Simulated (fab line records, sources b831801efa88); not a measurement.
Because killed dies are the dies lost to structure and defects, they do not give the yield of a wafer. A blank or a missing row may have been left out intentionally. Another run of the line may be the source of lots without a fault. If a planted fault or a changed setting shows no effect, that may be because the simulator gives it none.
fab line records | flow sfq-line
record: lots: 14 | wafers: 41 | last-day: 92
route steps=325 shown I5@236 M6@263 I6@267
lots that met no fault: taken from a fault-free run of the same line
start-h: start of the lot's first displayed wafer, in hours after the record's first day | wait-h: hours since the lot's step before | " same as the row above | L1.1+2: a row that stands for several wafers | - either no value or no given start | * or withheld: withheld | < > ~ a bound
route shown NAME@n: a module of which the file shows steps, and the number in the route of the first | usual: mean/standard deviation taken from wafers without a fault | same: alike in all rows | chamber/n: place in a boat | sites: per-site readings | _std_site: standard deviation across them | _edge_site: mean of outer sites minus mean of inner sites | radius-mm: for every site, how far away it sits from the centre of the wafer | mask NAME#n: copy n | behind: the tool/chamber that last shaped the wafer | hold: why the lot was held/for how many hours/how that ended | device: transistor that didn't switch, given as n, p or np | end of line: the route-end tests of the same wafers | step lacking rows: just its recipe | killed: at the first sort, the dies lost to defects and structure; wafer yield is something else | map: a wafer's dies, marking killed ones x, the rest . and places with no die _
set.NAME: the setting that was run; set.NAME@STEP: the one run at that earlier step | model.NAME: the simulator's own value behind a step, which no gauge read
the route's steps for a sample of lots (tables are steps, rows are wafers)
services: the hour from which a tool's chamber was out of use, counted from the record's first day as start-h (under 0 if before that day), plus the number of hours and why
== steps ==
step: SFQ_TRILAYER_I5_BARC_OPEN_VIA_ETCH_200
recipe: mask-material: PR | chemistry: O2 | target-depth-nm: 125 | target: BARC | source-w: 500 | bias-w: 80 | pressure-mtorr: 30 | time-s: 41.7
usual: drypump-motor-current-A: 5.6/0.63 | oes-product-au: 0.685/0.0043 | rf-fwd-power-W: 495.0/2.1
lot.wafer | tool        | chamber | start-h | wait-h | drypump-motor-current-A | oes-product-au | rf-fwd-power-W | rf-hours-counter-h
L127.1    | rie-diel-03 | 2       | 1449.66 | 0.0    | 5.8                     | 0.695          | 494.0          | 8
L127.3    | "           | 3       | "       | "      | 4.7                     | 0.685          | 496.2          | 9
L127.6    | "           | 1       | "       | "      | 5.0                     | 0.680          | 493.7          | -
L130.3    | rie-diel-03 | 3       | 1564.63 | 0.0    | 4.7                     | 0.688          | 496.0          | 11
L130.4    | "           | 2       | "       | "      | 5.8                     | 0.681          | 495.4          | 10
L130.6    | "           | 1       | "       | "      | 5.0                     | 0.684          | 494.2          | -
L131.1    | rie-diel-01 | 2       | 1569.43 | 0.0    | 6.8                     | 0.682          | 490.1          | 10
L131.2    | "           | 0       | "       | "      | 5.6                     | 0.680          | 498.1          | 20
L131.5    | "           | 3       | "       | "      | 5.4                     | 0.684          | 494.3          | -
L132.1    | rie-diel-04 | 1       | 1675.31 | 0.0    | 5.4                     | 0.687          | 494.4          | 7
L132.2    | "           | 3       | "       | "      | 6.1                     | 0.685          | 495.8          | 15
L132.6    | "           | 3       | "       | "      | 6.1                     | 0.677          | 493.1          | -
L136.3    | rie-diel-01 | 1       | 1702.91 | 0.0    | 5.5                     | 0.685          | 497.1          | 2
L136.4    | "           | 2       | "       | "      | 6.8                     | 0.681          | 492.5          | 12
L136.5    | "           | 1       | "       | "      | 5.5                     | 0.687          | 494.8          | -
L137.3    | rie-diel-03 | 1       | 1707.84 | 0.0    | 5.0                     | 0.681          | 492.9          | 13
L137.4    | "           | 2       | "       | "      | 5.8                     | 0.691          | 496.7          | 12
L137.5    | "           | 3       | "       | "      | 4.7                     | 0.686          | 498.6          | -
L138.2    | rie-diel-01 | 0       | 1714.61 | 0.0    | 5.7                     | 0.686          | 496.4          | 2
L138.3    | "           | 1       | "       | "      | 5.5                     | 0.686          | 497.1          | 2
L138.6    | "           | 3       | "       | "      | 5.3                     | 0.684          | 495.2          | -
L139.1    | rie-diel-03 | 0       | 1723.39 | 0.0    | 6.5                     | 0.686          | 496.2          | 9
L139.3    | "           | 1       | "       | "      | 5.0                     | 0.683          | 495.2          | 13
L139.4    | "           | 2       | "       | "      | 5.7                     | 0.682          | 494.5          | 12
L141.1    | rie-diel-04 | 3       | 1728.19 | 0.0    | 6.1                     | 0.693          | 492.0          | 16
L141.3    | "           | 1       | "       | "      | 5.4                     | 0.686          | 494.2          | 8
L141.5    | "           | 1       | "       | "      | 5.4                     | 0.688          | 494.2          | -
L140.3    | rie-diel-04 | 0       | 1823.37 | 0.0    | 5.7                     | 0.687          | 498.5          | 13
L140.4    | "           | 1       | "       | "      | 5.4                     | 0.689          | 493.8          | 9
L140.6    | "           | 0       | "       | "      | 5.7                     | 0.683          | 495.4          | -
L142.5    | rie-diel-03 | 0       | 1830.61 | 0.0    | 6.6                     | 0.684          | 496.4          | -
L142.6    | "           | 3       | "       | "      | 4.7                     | 0.688          | 497.0          | -
L143.3    | rie-diel-03 | 1       | 1836.57 | 0.0    | 5.0                     | 0.671          | 492.4          | 13
L143.4    | "           | 1       | "       | "      | 5.0                     | 0.682          | 493.8          | -
L143.5    | "           | 3       | "       | "      | 4.7                     | 0.686          | 496.9          | -
L148.2    | rie-diel-04 | 0       | 1930.33 | 0.0    | 5.7                     | 0.686          | 494.2          | 14
L148.3    | "           | 3       | "       | "      | 6.1                     | 0.684          | 492.2          | 18
L148.4    | "           | 0       | "       | "      | 5.7                     | 0.689          | 492.8          | -
L149.1    | rie-diel-03 | 0       | 1944.73 | 0.0    | 6.5                     | 0.679          | 497.3          | 10
L149.3    | "           | 1       | "       | "      | 5.0                     | 0.690          | 493.0          | 14
L149.4    | "           | 0       | "       | "      | 6.5                     | 0.690          | 498.5          | -
step: SFQ_TRILAYER_M6_ETCH_METAL_ETCH_162
recipe: target: Nb | stop-on: SiO2 | mask-material: PR | chemistry: Cl2/Ar | target-depth-nm: 240 | icp-w: 600 | bias-w: 80 | pressure-mtorr: 10 | time-s: 120
usual: drypump-motor-current-A: 6.0/0.45 | oes-product-au: 0.895/0.0071 | rf-fwd-power-W: 596.8/1.9
lot.wafer | tool         | chamber | start-h | wait-h | drypump-motor-current-A | oes-product-au | rf-fwd-power-W | rf-hours-counter-h
L127.1    | rie-metal-01 | 0       | 1571.95 | 0.1    | 5.9                     | 0.888          | 598.7          | 47
L127.3    | "            | 0       | "       | "      | 5.9                     | 0.882          | 597.0          | -
L127.6    | "            | 0       | "       | "      | 5.9                     | 0.891          | 596.7          | -
L130.3    | rie-metal-01 | 1       | 1691.01 | 0.1    | 6.1                     | 0.900          | 595.9          | -
L130.4    | "            | 0       | "       | "      | 5.9                     | 0.889          | 595.8          | -
L130.6    | "            | 1       | "       | "      | 6.1                     | 0.904          | 595.7          | -
L131.1    | rie-metal-04 | 1       | 1692.17 | 0.0    | 5.2                     | 0.891          | 593.4          | 94
L131.2    | "            | 0       | "       | "      | 6.4                     | 0.883          | 596.7          | 100
L131.5    | "            | 0       | "       | "      | 6.4                     | 0.884          | 600.1          | -
L132.1    | rie-metal-03 | 0       | 1715.75 | 0.0    | 6.6                     | 0.898          | 600.1          | 105
L132.2    | "            | 1       | "       | "      | 5.7                     | 0.889          | 597.5          | 93
L132.6    | "            | 1       | "       | "      | 5.7                     | 0.897          | 594.8          | -
L136.3    | rie-metal-04 | 0       | 1723.62 | 0.1    | 6.4                     | 0.893          | 596.5          | -
L136.4    | "            | 1       | "       | "      | 5.1                     | 0.892          | 600.1          | -
L136.5    | "            | 1       | "       | "      | 5.2                     | 0.887          | 595.4          | -
L137.3    | rie-metal-04 | 1       | 1725.99 | 0.1    | 5.2                     | 0.911          | 597.6          | -
L137.4    | "            | 0       | "       | "      | 6.4                     | 0.900          | 599.7          | -
L137.5    | "            | 1       | "       | "      | 5.2                     | 0.898          | 594.5          | -
L138.2    | rie-metal-01 | 1       | 1728.35 | 0.0    | 6.1                     | 0.898          | 592.9          | 31
L138.3    | "            | 1       | "       | "      | 6.1                     | 0.897          | 595.9          | -
L138.6    | "            | 0       | "       | "      | 5.9                     | 0.885          | 597.0          | -
L139.1    | rie-metal-01 | 0       | 1730.75 | 0.0    | 5.9                     | 0.907          | 594.8          | 69
L139.3    | "            | 0       | "       | "      | 6.0                     | 0.905          | 592.2          | -
L139.4    | "            | 1       | "       | "      | 6.1                     | 0.890          | 594.8          | -
L141.1    | rie-metal-04 | 0       | 1735.39 | 0.0    | 6.4                     | 0.898          | 599.1          | 106
L141.3    | "            | 0       | "       | "      | 6.4                     | 0.894          | 597.2          | -
L141.5    | "            | 1       | "       | "      | 5.2                     | 0.891          | 594.8          | -
L140.3    | rie-metal-01 | 0       | 1875.69 | 0.1    | 6.0                     | 0.891          | 598.5          | -
L140.4    | "            | 1       | "       | "      | 6.1                     | 0.886          | 595.2          | -
L140.6    | "            | 0       | "       | "      | 5.9                     | 0.886          | 597.4          | -
L142.5    | rie-metal-01 | 1       | 1920.60 | 0.1    | 6.1                     | 0.886          | 597.6          | -
L142.6    | "            | 0       | "       | "      | 5.9                     | 0.889          | 596.4          | -
L143.3    | rie-metal-01 | 0       | 1926.55 | 0.1    | 6.0                     | 0.897          | 597.2          | -
L143.4    | "            | 1       | "       | "      | 6.1                     | 0.906          | 596.7          | -
L143.5    | "            | 1       | "       | "      | 6.1                     | 0.901          | 597.5          | -
L148.2    | rie-metal-03 | 0       | 2038.68 | 0.0    | 6.6                     | 0.893          | 596.5          | 10
L148.3    | "            | 0       | "       | "      | 6.6                     | 0.898          | 597.2          | -
L148.4    | "            | 1       | "       | "      | 5.7                     | 0.907          | 598.4          | -
L149.1    | rie-metal-01 | 0       | 2039.88 | 0.0    | 5.9                     | 0.883          | 595.1          | 107
L149.3    | "            | 1       | "       | "      | 6.1                     | 0.895          | 598.4          | -
L149.4    | "            | 0       | "       | "      | 5.9                     | 0.902          | 596.3          | -
step: SFQ_TRILAYER_I6_CMP_CMP_166
recipe: material: SiO2 | down-force-psi: 3 | platen-rpm: 60 | pad-velocity-m-s: 0.94248
usual: motor-current-A: 10.5/1.4 | time-to-endpoint-s: 217/7.6
lot.wafer | tool   | chamber | start-h | wait-h | motor-current-A | time-to-endpoint-s
L127.1    | cmp-02 | 2       | 1577.56 | 3.9    | 9.7             | 210
L127.3    | "      | 3       | "       | "      | 9.8             | 203
L127.6    | "      | 1       | 1579.06 | 5.4    | 13.9            | 219
L130.3    | cmp-02 | 3       | 1693.55 | 1.6    | 9.6             | 206
L130.4    | "      | 0       | "       | "      | 9.0             | 216
L130.6    | "      | 2       | 1695.05 | 3.1    | 10.0            | 209
L131.1    | cmp-01 | 1       | 1694.25 | 1.1    | 10.3            | 221
L131.2    | "      | 2       | "       | "      | 9.7             | 228
L131.5    | "      | 0       | 1695.75 | 2.6    | 10.2            | 228
L132.1    | cmp-01 | 1       | 1716.72 | 0.0    | 10.4            | 217
L132.2    | "      | 2       | "       | "      | 9.9             | 217
L132.6    | "      | 2       | 1719.22 | 2.5    | 9.7             | 224
L136.4    | cmp-02 | 1       | 1731.17 | 6.4    | 13.4            | 218
L136.3    | "      | 2       | "       | "      | 10.9            | 212
L136.5    | "      | 2       | 1733.67 | 8.9    | 10.2            | 218
L137.4    | cmp-01 | 2       | 1734.17 | 7.2    | 10.0            | 227
L137.3    | "      | 1       | 1735.67 | 8.8    | 11.5            | 224
L137.5    | "      | 2       | "       | "      | 10.2            | 226
L138.3    | cmp-02 | 3       | 1734.67 | 5.4    | 10.4            | 205
L138.2    | "      | 1       | 1735.67 | 6.4    | 13.1            | 216
L138.6    | "      | 3       | 1736.67 | 7.3    | 10.6            | 214
L139.3    | cmp-02 | 2       | 1737.17 | 5.5    | 9.9             | 215
L139.4    | "      | 3       | "       | "      | 9.9             | 214
L139.1    | "      | 0       | "       | "      | 9.5             | 210
L141.1    | cmp-01 | 0       | 1743.17 | 6.8    | 10.0            | 212
L141.3    | "      | 1       | "       | "      | 11.3            | 227
L141.5    | "      | 0       | 1745.17 | 8.8    | 10.2            | 219
L140.4    | cmp-02 | 1       | 1876.72 | 0.1    | 14.1            | 219
L140.3    | "      | 0       | 1878.22 | 1.6    | 8.5             | 214
L140.6    | "      | 2       | 1879.22 | 2.6    | 10.4            | 211
L142.5    | cmp-01 | 1       | 1923.51 | 2.0    | 11.1            | 232
L142.6    | "      | 2       | "       | "      | 10.6            | 189
L143.4    | cmp-01 | 1       | 1927.49 | 0.0    | 10.5            | 230
L143.3    | "      | 3       | 1928.49 | 1.0    | 9.9             | 216
L143.5    | "      | 2       | 1929.99 | 2.5    | 9.8             | 191
L148.3    | cmp-01 | 1       | 2040.14 | 0.3    | 11.0            | 213
L148.2    | "      | 2       | "       | "      | 9.4             | 219
L148.4    | "      | 0       | 2041.64 | 1.8    | 10.0            | 221
L149.1    | cmp-02 | 0       | 2041.83 | 1.0    | 8.7             | 219
L149.3    | "      | 1       | "       | "      | 13.3            | 222
L149.4    | "      | 2       | "       | "      | 10.2            | 225
step: SFQ_TRILAYER_I6_METRO_MEASURE_167
usual: thk-nm: 200.1/1
lot.wafer | tool          | chamber | start-h | wait-h | thk-nm
L127.1    | film-metro-03 | -       | 1579.68 | 0.1    | 199.2
L127.3    | "             | -       | "       | "      | 198.7
L127.6    | "             | -       | "       | "      | 199.4
L130.3    | film-metro-01 | -       | 1696.07 | 0.5    | 199.8
L130.4    | "             | -       | "       | "      | 199.8
L130.6    | "             | -       | "       | "      | 201.0
L131.1    | film-metro-03 | -       | 1696.87 | 0.1    | 202.2
L131.2    | "             | -       | "       | "      | 201.3
L131.5    | "             | -       | "       | "      | 201.0
L132.1    | film-metro-01 | -       | 1719.84 | 0.1    | 202.0
L132.2    | "             | -       | "       | "      | 202.5
L132.6    | "             | -       | "       | "      | 202.0
L136.3    | film-metro-03 | -       | 1734.69 | 0.5    | 200.9
L136.4    | "             | -       | "       | "      | 201.0
L136.5    | "             | -       | "       | "      | 200.3
L138.2    | film-metro-01 | -       | 1737.49 | 0.3    | 201.6
L138.3    | "             | -       | "       | "      | 199.9
L138.6    | "             | -       | "       | "      | 201.0
L137.3    | film-metro-04 | -       | 1737.69 | 0.5    | 201.9
L137.4    | "             | -       | "       | "      | 200.3
L137.5    | "             | -       | "       | "      | 200.4
L139.1    | film-metro-03 | -       | 1740.29 | 0.1    | 200.7
L139.3    | "             | -       | "       | "      | 200.3
L139.4    | "             | -       | "       | "      | 199.3
L141.1    | film-metro-01 | -       | 1746.29 | 0.1    | 200.5
L141.3    | "             | -       | "       | "      | 200.8
L141.5    | "             | -       | "       | "      | 200.1
L140.3    | film-metro-01 | -       | 1880.24 | 0.5    | 199.0
L140.4    | "             | -       | "       | "      | 199.9
L140.6    | "             | -       | "       | "      | 198.7
L142.5    | film-metro-01 | -       | 1925.43 | 0.8    | 200.3
L142.6    | "             | -       | "       | "      | 249.4
L143.3    | film-metro-01 | -       | 1931.01 | 0.5    | 198.4
L143.4    | "             | -       | "       | "      | 199.7
L143.5    | "             | -       | "       | "      | 248.6
L148.2    | film-metro-03 | -       | 2043.46 | 0.3    | 201.0
L148.3    | "             | -       | "       | "      | 198.9
L148.4    | "             | -       | "       | "      | 199.7
L149.1    | film-metro-01 | -       | 2044.45 | 0.1    | 200.2
L149.3    | "             | -       | "       | "      | 201.5
L149.4    | "             | -       | "       | "      | 200.9
step: SFQ_TRILAYER_I6_VIA_BARC_OPEN_VIA_ETCH_235
recipe: mask-material: PR | chemistry: O2 | target-depth-nm: 125 | target: BARC | source-w: 500 | bias-w: 80 | pressure-mtorr: 30 | time-s: 41.7
usual: drypump-motor-current-A: 5.5/0.53 | oes-product-au: 0.684/0.0045 | rf-fwd-power-W: 494.9/2
lot.wafer | tool        | chamber | start-h | wait-h | drypump-motor-current-A | oes-product-au | rf-fwd-power-W | rf-hours-counter-h
L127.1    | rie-diel-04 | 2       | 1589.83 | 0.0    | 5.3                     | 0.684          | 495.0          | 17
L127.3    | "           | 0       | "       | "      | 5.7                     | 0.684          | 495.0          | 10
L127.6    | "           | 2       | "       | "      | 5.3                     | 0.675          | 495.7          | -
L130.3    | rie-diel-04 | 2       | 1699.16 | 0.0    | 5.3                     | 0.687          | 496.6          | 19
L130.4    | "           | 0       | "       | "      | 5.7                     | 0.684          | 494.3          | 11
L130.6    | "           | 0       | "       | "      | 5.7                     | 0.681          | 493.2          | -
L131.1    | rie-diel-03 | 3       | 1700.36 | 0.0    | 4.7                     | 0.675          | 497.7          | 13
L131.2    | "           | 0       | "       | "      | 6.5                     | 0.682          | 496.6          | 8
L131.5    | "           | 1       | "       | "      | 5.0                     | 0.681          | 495.5          | -
L132.1    | rie-diel-04 | 0       | 1817.37 | 0.0    | 5.7                     | 0.682          | 494.2          | 13
L132.2    | "           | 3       | "       | "      | 6.0                     | 0.682          | 494.0          | 17
L132.6    | "           | 0       | "       | "      | 5.7                     | 0.686          | 493.2          | -
L136.3    | rie-diel-04 | 1       | 1835.37 | 0.0    | 5.3                     | 0.685          | 495.7          | 9
L136.4    | "           | 2       | "       | "      | 5.4                     | 0.674          | 495.9          | 21
L136.5    | "           | 0       | "       | "      | 5.7                     | 0.681          | 495.9          | -
L137.3    | rie-diel-04 | 3       | 1837.77 | 0.0    | 6.1                     | 0.679          | 495.8          | 18
L137.4    | "           | 0       | "       | "      | 5.7                     | 0.679          | 498.2          | 13
L137.5    | "           | 1       | "       | "      | 5.4                     | 0.681          | 495.7          | -
L138.2    | rie-diel-02 | 3       | 1838.97 | 0.0    | 5.8                     | 0.684          | 491.0          | 1
L138.3    | "           | 1       | "       | "      | 5.0                     | 0.685          | 494.2          | 3
L138.6    | "           | 3       | "       | "      | 5.8                     | 0.686          | 488.3          | -
L139.1    | rie-diel-03 | 1       | 1842.57 | 0.0    | 5.0                     | 0.686          | 493.9          | 13
L139.3    | "           | 0       | "       | "      | 6.5                     | 0.687          | 495.2          | 10
L139.4    | "           | 0       | "       | "      | 6.5                     | 0.686          | 494.5          | -
L141.1    | rie-diel-04 | 3       | 1844.19 | 0.0    | 6.0                     | 0.693          | 494.7          | 18
L141.3    | "           | 1       | "       | "      | 5.4                     | 0.683          | 496.5          | 10
L141.5    | "           | 0       | "       | "      | 5.7                     | 0.683          | 492.3          | -
L140.3    | rie-diel-03 | 0       | 1883.33 | 0.0    | 6.5                     | 0.681          | 497.9          | 10
L140.4    | "           | 3       | "       | "      | 4.7                     | 0.680          | 498.0          | 15
L140.6    | "           | 1       | "       | "      | 5.0                     | 0.686          | 494.0          | -
L142.5    | rie-diel-04 | 0       | 1958.95 | 0.0    | 5.7                     | 0.681          | 496.2          | -
L142.6    | "           | 3       | "       | "      | 6.1                     | 0.676          | 492.6          | -
L143.3    | rie-diel-03 | 0       | 1960.13 | 0.0    | 6.5                     | 0.684          | 496.9          | 10
L143.4    | "           | 1       | "       | "      | 5.0                     | 0.688          | 495.1          | 14
L143.5    | "           | 0       | "       | "      | 6.5                     | 0.683          | 492.2          | -
L148.2    | rie-diel-03 | 0       | 2124.33 | 0.0    | 6.5                     | 0.683          | 494.4          | 12
L148.3    | "           | 1       | "       | "      | 5.0                     | 0.676          | 494.6          | 16
L148.4    | "           | 3       | "       | "      | 4.7                     | 0.682          | 495.5          | 0
L149.1    | rie-diel-04 | 2       | 2127.13 | 0.0    | 5.3                     | 0.689          | 495.2          | 2
L149.3    | "           | 1       | "       | "      | 5.4                     | 0.687          | 495.9          | 13
L149.4    | "           | 3       | "       | "      | 6.0                     | 0.684          | 494.2          | 1
step: SFQ_TRILAYER_I6_VIA_ETCH_VIA_ETCH_172
recipe: target: SiO2 | stop-on: Nb | mask-material: PR | taper-deg: 20 | chemistry: CHF3 | target-depth-nm: 260 | source-w: 500 | bias-w: 80 | pressure-mtorr: 30 | time-s: withheld
usual: drypump-motor-current-A: 5.5/0.53 | oes-product-au: 0.855/0.0049 | rf-fwd-power-W: 498.3/1.5
lot.wafer | tool        | chamber | start-h | wait-h | drypump-motor-current-A | oes-product-au | rf-fwd-power-W
L127.1    | rie-diel-04 | 2       | 1589.87 | 0.0    | 5.3                     | 0.850          | 496.5
L127.3    | "           | 0       | "       | "      | 5.7                     | 0.853          | 496.6
L127.6    | "           | 2       | "       | "      | 5.3                     | 0.850          | 497.9
L130.3    | rie-diel-04 | 2       | 1699.20 | 0.0    | 5.3                     | 0.863          | 495.6
L130.4    | "           | 0       | "       | "      | 5.7                     | 0.841          | 501.7
L130.6    | "           | 0       | "       | "      | 5.8                     | 0.853          | 498.2
L131.1    | rie-diel-03 | 3       | 1700.40 | 0.0    | 4.7                     | 0.864          | 498.0
L131.2    | "           | 0       | "       | "      | 6.5                     | 0.854          | 500.3
L131.5    | "           | 1       | "       | "      | 5.0                     | 0.855          | 496.4
L132.1    | rie-diel-04 | 0       | 1817.41 | 0.0    | 5.7                     | 0.863          | 495.4
L132.2    | "           | 3       | "       | "      | 6.1                     | 0.865          | 497.0
L132.6    | "           | 0       | "       | "      | 5.7                     | 0.857          | 496.4
L136.3    | rie-diel-04 | 1       | 1835.41 | 0.0    | 5.4                     | 0.856          | 497.8
L136.4    | "           | 2       | "       | "      | 5.3                     | 0.861          | 499.2
L136.5    | "           | 0       | "       | "      | 5.7                     | 0.854          | 499.9
L137.3    | rie-diel-04 | 3       | 1837.81 | 0.0    | 6.0                     | 0.860          | 498.1
L137.4    | "           | 0       | "       | "      | 5.7                     | 0.857          | 497.9
L137.5    | "           | 1       | "       | "      | 5.3                     | 0.857          | 498.7
L138.2    | rie-diel-02 | 3       | 1839.01 | 0.0    | 5.8                     | 0.854          | 496.6
L138.3    | "           | 1       | "       | "      | 5.0                     | 0.852          | 499.2
L138.6    | "           | 3       | "       | "      | 5.8                     | 0.856          | 496.5
L139.1    | rie-diel-03 | 1       | 1842.61 | 0.0    | 5.0                     | 0.851          | 498.8
L139.3    | "           | 0       | "       | "      | 6.5                     | 0.849          | 499.7
L139.4    | "           | 0       | "       | "      | 6.5                     | 0.850          | 499.3
L141.1    | rie-diel-04 | 3       | 1844.23 | 0.0    | 6.0                     | 0.856          | 497.8
L141.3    | "           | 1       | "       | "      | 5.4                     | 0.858          | 496.4
L141.5    | "           | 0       | "       | "      | 5.7                     | 0.849          | 499.0
L140.3    | rie-diel-03 | 0       | 1883.37 | 0.0    | 6.5                     | 0.856          | 500.6
L140.4    | "           | 3       | "       | "      | 4.7                     | 0.859          | 500.3
L140.6    | "           | 1       | "       | "      | 5.0                     | 0.847          | 498.9
L142.5    | rie-diel-04 | 0       | 1959.03 | 0.1    | 5.7                     | 0.843          | 495.4
L142.6    | "           | 3       | "       | "      | 6.0                     | 0.969          | 496.2
L143.3    | rie-diel-03 | 0       | 1960.17 | 0.0    | 6.5                     | 0.845          | 497.1
L143.4    | "           | 1       | "       | "      | 5.0                     | 0.848          | 497.7
L143.5    | "           | 0       | "       | "      | 6.5                     | 0.967          | 498.9
L148.2    | rie-diel-03 | 0       | 2124.37 | 0.0    | 6.5                     | 0.859          | 498.7
L148.3    | "           | 1       | "       | "      | 5.0                     | 0.853          | 501.0
L148.4    | "           | 3       | "       | "      | 4.7                     | 0.855          | 498.6
L149.1    | rie-diel-04 | 2       | 2127.17 | 0.0    | 5.3                     | 0.857          | 497.0
L149.3    | "           | 1       | "       | "      | 5.4                     | 0.852          | 499.6
L149.4    | "           | 3       | "       | "      | 6.1                     | 0.865          | 498.5
== services ==
tool        | chamber | start-h | hours | kind
rie-diel-04 | 2       | 1429.56 | 5.9   | repair
rie-diel-04 | 1       | 1441.59 | 14.1  | repair
rie-diel-03 | 0       | 1448.49 | 3.4   | repair
rie-diel-04 | 1       | 1506.79 | 3.6   | repair
rie-diel-03 | 0       | 1525.87 | 5.3   | repair
rie-diel-04 | 3       | 1543.26 | 13.6  | repair
rie-diel-03 | 1       | 1544.39 | 7.2   | repair
rie-diel-04 | -       | 1548.86 | 0.4   | repair
rie-diel-03 | 2       | 1579.52 | 6.1   | repair
rie-diel-04 | -       | 1709.61 | 2.8   | pm
rie-diel-03 | 0       | 1746.46 | 17.5  | repair
rie-diel-03 | 3       | 1748.34 | 5.2   | repair
rie-diel-03 | 1       | 1790.64 | 4.2   | repair
rie-diel-03 | -       | 1792.86 | 0.7   | repair
rie-diel-03 | -       | 1806.00 | 14.6  | pm
rie-diel-03 | 2       | 1821.21 | 41.8  | repair
rie-diel-03 | 1       | 1821.25 | 9.4   | repair
rie-diel-03 | -       | 1828.81 | 0.8   | repair
rie-diel-03 | -       | 1938.03 | 0.1   | repair
rie-diel-03 | 2       | 1940.50 | 15.2  | repair
rie-diel-04 | 1       | 1945.39 | 6.5   | repair
rie-diel-03 | 3       | 2021.01 | 5.1   | repair
rie-diel-03 | -       | 2026.83 | 1.7   | repair
rie-diel-03 | 2       | 2058.83 | 4.5   | repair
== key ==
first-sign: step: SFQ_TRILAYER_I6_CMP_CMP_166 | reading: time-to-endpoint-s | direction: down | sigmas: 3.6 | usual: * | struck: *
effect: step: SFQ_TRILAYER_I6_METRO_MEASURE_167 | reading: thk-nm | direction: up | sigmas: 47 | usual: 200.1 | struck: 249.0
effect: step: SFQ_TRILAYER_I6_VIA_ETCH_VIA_ETCH_172 | reading: oes-product-au | direction: up | sigmas: 23 | usual: 0.855 | struck: 0.968
met-at SFQ_TRILAYER_I6_CMP_CMP_166
struck-lots L142,L143
struck-wafers L142.6,L143.5
not-acting-at SFQ_TRILAYER_I5_BARC_OPEN_VIA_ETCH_200,SFQ_TRILAYER_M6_ETCH_METAL_ETCH_162,SFQ_TRILAYER_I6_VIA_BARC_OPEN_VIA_ETCH_235
fault: kind: process-parameter-drift | tool: cmp-01 | chamber: 2 | onset-h: 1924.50 | steps: SFQ_TRILAYER_I6_CMP_CMP_166 | channel: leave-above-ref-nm | offset: 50 | shape: step | end-h: 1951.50 | acts-in: these-recipes-only | stated: 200
